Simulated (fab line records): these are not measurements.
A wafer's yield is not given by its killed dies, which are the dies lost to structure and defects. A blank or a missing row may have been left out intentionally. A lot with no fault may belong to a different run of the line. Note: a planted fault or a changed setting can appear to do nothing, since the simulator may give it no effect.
One fault through the eyes of 2 desks + flow gf180mcu + each desk holds nothing but its own numbers, with what lay behind them at the end

## THE TOOL OWNER'S DESK: pecvd-02
The tool's own readings at GF_PASSIVATION_CVD_00 (deposits SiO2 from TEOS, target thk 1000 nm, time 111.95 s): means of the sampled wafers that have a number, for each lot that ran on this tool. The brackets show how far a lot's mean lies from the usual mean; more than 4 standard deviations puts the lot out of limits, marked OUT.
Columns: A = heaterPowerOuterW at GF_PASSIVATION_CVD_00, usual 346 W; B = heaterPowerW at GF_PASSIVATION_CVD_00, usual 591 W; C = runLengthS at GF_PASSIVATION_CVD_00, usual 140.1 s
| lot  | first seen here | A   | B   | C                |
|------|-----------------|-----|-----|------------------|
| L917 | day 28 12:31    | 386 | 631 | 139.9            |
| L919 | day 29 01:40    | 402 | 642 | 139.9            |
| L920 | day 29 17:59    | 421 | 669 | 139.7            |
| L922 | day 30 13:46    | 410 | 653 | 139.7            |
| L923 | day 30 15:21    | 390 | 653 | 144.2 (+8.4) OUT |
| L938 | day 34 01:24    | 449 | 692 | 139.8            |
Finding of this desk: L923 out of limits; the first was L923 at day 30 15:21, on runLengthS at GF_PASSIVATION_CVD_00. In limits: L917, L919, L920, L922, L938.

## METROLOGY DESK
What the gauges read for every lot (on any tool): the sampled wafers with a number, averaged. The brackets show how far a lot's mean lies from the usual mean; more than 4 standard deviations puts the lot out of limits, marked OUT.
Columns: A = V5_BOW at GF_V5_BOW_MEAS_05, usual 133 um; B = PASSIVATION_CVD_00_THK at GF_PASSIVATION_THK_MEAS_01, usual 998 nm
| lot  | first seen here | A   | B    |
|------|-----------------|-----|------|
| L917 | day 26 17:35    | 133 | 1004 |
| L918 | day 26 22:55    | 144 | 997  |
| L919 | day 27 07:25    | 125 | 988  |
| L920 | day 28 01:07    | 130 | 991  |
| L921 | day 28 07:46    | 136 | 1002 |
| L922 | day 28 21:07    | 133 | 991  |
| L923 | day 29 00:06    | 138 | 1040 |
| L936 | day 32 05:59    | 133 | 1000 |
| L937 | day 32 10:52    | 131 | 1021 |
| L938 | day 32 16:05    | 136 | 986  |
| L939 | day 32 20:02    | 124 | 997  |
This desk found nothing out of limits on any of the 11 lots.

## PUT TOGETHER
At day 30 15:21, on L923, the tool owner's desk was in a position to raise an alarm.
The metrology desk saw nothing out of limits.
The metrology desk has L923 on record, within its limits.
All the named lots went through GF_PASSIVATION_CVD_00 on pecvd-02.

## WHAT WAS PUT IN BY THE SIMULATOR
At GF_PASSIVATION_CVD_00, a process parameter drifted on pecvd-02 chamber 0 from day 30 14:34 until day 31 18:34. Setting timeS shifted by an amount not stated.
Struck lots among those shown: L923.
Delay in hours, fault start to first out-of-limits reading, by desk: the tool owner's desk at 1.
